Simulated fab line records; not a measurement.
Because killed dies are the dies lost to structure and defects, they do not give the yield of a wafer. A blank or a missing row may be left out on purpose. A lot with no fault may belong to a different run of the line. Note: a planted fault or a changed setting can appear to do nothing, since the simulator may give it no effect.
Which tool did it? || flow sky130 || 6 lots with 18 wafers sampled at 3 steps, on a route of 708 steps

WHAT EACH GAUGE READ, for each wafer
SKY_LDD_N_TW_MEAS_17.
{"lot": "L399", "measured": "day 18 01:49", "on": "film_metro-02", "LDD_N_TW": "2629 2616 2622"}
{"lot": "L402", "measured": "day 19 06:19", "on": "film_metro-01", "LDD_N_TW": "2557 2547 2558"}
{"lot": "L404", "measured": "day 20 11:26", "on": "film_metro-02", "LDD_N_TW": "2604 2604 2611"}
{"lot": "L405", "measured": "day 20 17:04", "on": "film_metro-01", "LDD_N_TW": "2561 2562 2558"}
{"lot": "L414", "measured": "day 23 21:17", "on": "film_metro-02", "LDD_N_TW": "2612 2605 2603"}
{"lot": "L420", "measured": "day 25 14:32", "on": "film_metro-03", "LDD_N_TW": "2589 2599 2584"}

WHICH TOOL RAN EACH LOT (tool, then ch and the chambers of the sampled wafers, then the start)
{"lot": "L399", "SKY_FIELD_ISO_WET_ETCH_30": "wet_bench-02 ch 0, day 2 14:38", "SKY_POLY_GATE_ETCH_15": "rie_diel-04 ch 0,2,3, day 16 16:46"}
{"lot": "L402", "SKY_FIELD_ISO_WET_ETCH_30": "wet_bench-04 ch 2, day 3 07:49", "SKY_POLY_GATE_ETCH_15": "rie_diel-04 ch 0,1,2, day 17 20:53"}
{"lot": "L404", "SKY_FIELD_ISO_WET_ETCH_30": "wet_bench-03 ch 1, day 3 23:05", "SKY_POLY_GATE_ETCH_15": "rie_diel-02 ch 0,1,3, day 19 00:37"}
{"lot": "L405", "SKY_FIELD_ISO_WET_ETCH_30": "wet_bench-04 ch 2, day 4 03:46", "SKY_POLY_GATE_ETCH_15": "rie_diel-02 ch 0,2, day 19 06:59"}
{"lot": "L414", "SKY_FIELD_ISO_WET_ETCH_30": "wet_bench-04 ch 1, day 5 19:54", "SKY_POLY_GATE_ETCH_15": "rie_diel-01 ch 1,2,3, day 22 13:23"}
{"lot": "L420", "SKY_FIELD_ISO_WET_ETCH_30": "wet_bench-03 ch 0, day 7 05:59", "SKY_POLY_GATE_ETCH_15": "rie_diel-02 ch 1,2,3, day 24 05:41"}
- SKY_FIELD_ISO_WET_ETCH_30: etches SiO2 in dHF, target depth 25 nm, time 50 s.
- SKY_POLY_GATE_ETCH_15: etches BARC in N2/H2, stops on SiO2, time 118.5 s, target depth 110 nm.

THE ANSWER, worked out from the rows above alone
Rule: the usual values come from the lots themselves. Put in order of their means at a reading, lots are off if they are a third of the lots or fewer, leave a main group of 4 or more, and stand apart from it by a gap of 3 or more times the standard deviation of the main group's means; of several such gaps the widest counts. The tables above print the reading to a certain number of digits; a main group whose means all agree to those digits is not used. A lot without any number at a reading at which 4 lots or more have one is off too. Any other lot the step has rows for is counted as sound.
Nothing can be told from this: no lot is off at any reading shown.

WHAT WAS PUT IN BY THE SIMULATOR
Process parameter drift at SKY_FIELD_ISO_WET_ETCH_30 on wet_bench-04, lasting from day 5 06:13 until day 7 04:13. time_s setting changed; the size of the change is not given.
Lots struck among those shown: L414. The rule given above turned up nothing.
